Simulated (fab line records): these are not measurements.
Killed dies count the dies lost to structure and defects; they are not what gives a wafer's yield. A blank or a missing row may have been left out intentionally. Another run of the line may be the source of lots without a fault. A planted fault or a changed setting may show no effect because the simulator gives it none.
Matching of chambers ; flow sky130 ; pecvd-02 running SKY_PASSIVATION_CVD_02: 3 sister chambers
The step deposits Si3N4, target thk 540 nm. 3 wafers are shown with their chamber, then 11 later ones without.

## EACH WAFER AND ITS CHAMBER
wafer;chamber;heater_power_w (W)
L090.5;0;752
L091.3;2;1114
L091.4;1;636

## WAFERS MISSING THEIR CHAMBER
wafer;heater_power_w (W)
L091.5;674
L091.6;1138
L093.2;984
L093.5;1046
L093.6;774
L094.1;1139
L094.4;767
L094.5;1162
L096.1;701
L096.5;1091
L096.6;721

## WHICH CHAMBER EACH WENT THROUGH
wafer;from the rows above;in truth
L091.5;can't be placed: 1 or 0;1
L091.6;2;2
L093.2;can't be placed: 2 or 0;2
L093.5;2;2
L093.6;0;0
L094.1;2;2
L094.4;0;0
L094.5;2;2
L096.1;can't be placed: 0 or 1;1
L096.5;2;2
L096.6;can't be placed: 0 or 1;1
7 of 11 placed correctly. These rows do not allow placing 4 (true chamber among the candidates in 4). Number placed wrongly: 0.
How it was worked out, from the rows above alone: a wafer's distance from a chamber is the root of the sum, over the readings, of the square of ((its reading less the chamber's mean) divided by the reading's scatter). If the next closest chamber is less than 2 further off than the closest, the wafer can't be placed; otherwise it belongs to the closest. The mean given for a chamber averages the wafers shown for that chamber. The scatter: root of mean squared gap, hidden wafer to nearest shown wafer, with one shown wafer a chamber.
